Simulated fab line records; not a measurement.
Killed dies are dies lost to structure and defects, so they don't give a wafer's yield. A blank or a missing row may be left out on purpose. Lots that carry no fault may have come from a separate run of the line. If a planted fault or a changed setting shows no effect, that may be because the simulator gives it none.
A single fault, viewed from 2 desks | flow sky130 | each desk holds nothing but its own numbers, with what lay behind them at the end

DESK OF THE TOOL OWNER: rieDiel-03
The tool's own readings at SKY_VIA3_ETCH_14 (etches BARC in N2/H2, stops on SiO2, time 45.9 s, target depth 60 nm): means of the sampled wafers that have a number, for each lot that ran on this tool. Marked OUT: a lot whose mean sits more than 4 standard deviations from the usual mean, which makes it out of limits; the brackets give that distance.
Columns: A = drypumpMotorCurrentA at SKY_VIA3_ETCH_14, usual 6.0 A; B = oesProductAu at SKY_VIA3_ETCH_14, usual 0.855 a.u.; C = rfFwdPowerW at SKY_VIA3_ETCH_14, usual 494.9 W; D = throttleValvePct at SKY_VIA3_ETCH_14, usual 13.226 %
lot  | first seen here | A   | B     | C     | D
L675 | day 39 09:22    | 6.2 | 0.853 | 495.7 | 13.219
L677 | day 40 08:56    | 6.2 | 0.856 | 495.6 | 13.227
L678 | day 40 11:34    | 6.3 | 0.852 | 495.9 | 13.228
L685 | day 43 06:08    | 6.3 | 0.859 | 495.1 | 13.225
L687 | day 43 10:43    | 6.3 | 0.855 | 493.9 | 13.236
L688 | day 43 15:59    | 6.2 | 0.858 | 493.5 | 13.228
L690 | day 43 18:13    | 6.1 | 0.858 | 495.4 | 13.228
L691 | day 44 09:38    | 6.3 | 0.860 | 495.1 | 13.228
Result from this desk: across the 8 lots, nothing is out of limits.

THE METROLOGY DESK
Lot by lot, what the gauges showed, no matter which tool ran the lot: averages of those sampled wafers that carry a number. Marked OUT: a lot whose mean sits more than 4 standard deviations from the usual mean, which makes it out of limits; the brackets give that distance.
Columns: A = METAL5_ALCU_THK at SKY_METAL5_THK_MEAS_06, usual 1151 nm
lot  | first seen here | A
L675 | day 42 14:52    | 1144
L677 | day 43 12:44    | 1128
L678 | day 43 14:32    | 1147
L683 | day 45 13:05    | 1149
L684 | day 45 19:09    | 1157
L685 | day 46 03:50    | 1137
L686 | day 46 06:50    | 1150
L687 | day 46 10:34    | 1153
L688 | day 46 15:38    | 1153
L690 | day 46 15:49    | 1157
L691 | day 47 06:35    | 1141
Result from this desk: across the 11 lots, nothing is out of limits.

PUT TOGETHER
Nothing out of limits was seen by the tool owner's desk.
At the metrology desk, nothing out of limits was observed.

WHAT WAS PUT IN BY THE SIMULATOR
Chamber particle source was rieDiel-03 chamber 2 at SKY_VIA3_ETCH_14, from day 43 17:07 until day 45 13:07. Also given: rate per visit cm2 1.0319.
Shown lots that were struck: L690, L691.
